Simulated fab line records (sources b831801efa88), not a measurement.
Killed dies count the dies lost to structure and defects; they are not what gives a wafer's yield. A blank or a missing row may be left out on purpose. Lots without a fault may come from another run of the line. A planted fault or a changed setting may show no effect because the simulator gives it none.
Which tool was responsible? -- flow gf180mcu -- 18 wafers from 6 lots sampled at 3 of the route's 602 steps

WHAT EACH GAUGE READ, for each wafer
GF_HV_LDD_TW_MEAS_11.
lot,measured,on,HV_LDD_TW
L161,day 10 16:12,filmMetro-01,2393 2397 2409
L164,day 11 20:12,filmMetro-01,2408 2416 2397
L174,day 14 20:32,filmMetro-01,2856 2871 2862
L176,day 15 09:04,filmMetro-03,2421 2408 2406
L179,day 16 07:38,filmMetro-01,2420 2407 2414
L181,day 16 22:30,filmMetro-01,2410 2412 2398

EACH LOT AND THE TOOL THAT RAN IT (in order: tool; ch and the chambers of the sampled wafers; start)
lot,GF_STI_STRIP_15,GF_HV_LDD_IMPLANT_09
L161,"plasmaAsher-03 ch 0,1, day 2 11:10","implanter-01 ch 0, day 10 15:58"
L164,"plasmaAsher-03 ch 0,1, day 3 03:35","implanter-03 ch 0, day 11 19:59"
L174,"plasmaAsher-03 ch 1, day 5 09:08","implanter-01 ch 0, day 14 19:44"
L176,"plasmaAsher-03 ch 0,1, day 5 17:49","implanter-03 ch 0, day 15 08:50"
L179,"plasmaAsher-03 ch 0, day 6 08:53","implanter-01 ch 0, day 16 07:23"
L181,"plasmaAsher-02 ch 0, day 6 20:06","implanter-01 ch 0, day 16 22:16"
- GF_STI_STRIP_15: strips in O2/N2.
- GF_HV_LDD_IMPLANT_09

THE ANSWER, worked out from the rows above alone
Rule: the usual values come from the lots themselves. The widest of any qualifying gaps counts: lots, ordered by their means at a reading, are off when they make up no more than a third of the lots, leave a main group of 4 or more, and stand apart from it by 3 or more times the standard deviation of that group's means. The tables above print the reading to a certain number of digits; a main group whose means all agree to those digits is not used. A lot without any number at a reading at which 4 lots or more have one is off too. The other lots that the step has rows for count as sound.
Off: L174, at GF_HV_LDD_TW_MEAS_11 (HV_LDD_TW). Mean 2408 and standard deviation 4.8 in the main group.
A tool fits if, at a process step before that reading, it ran every lot that is off, and no sound lot after the first of them. Those tools and the gauges at GF_HV_LDD_TW_MEAS_11 are tried in the same way. Of those tried, none fits.

WHAT HAD BEEN PUT IN BY THE SIMULATOR
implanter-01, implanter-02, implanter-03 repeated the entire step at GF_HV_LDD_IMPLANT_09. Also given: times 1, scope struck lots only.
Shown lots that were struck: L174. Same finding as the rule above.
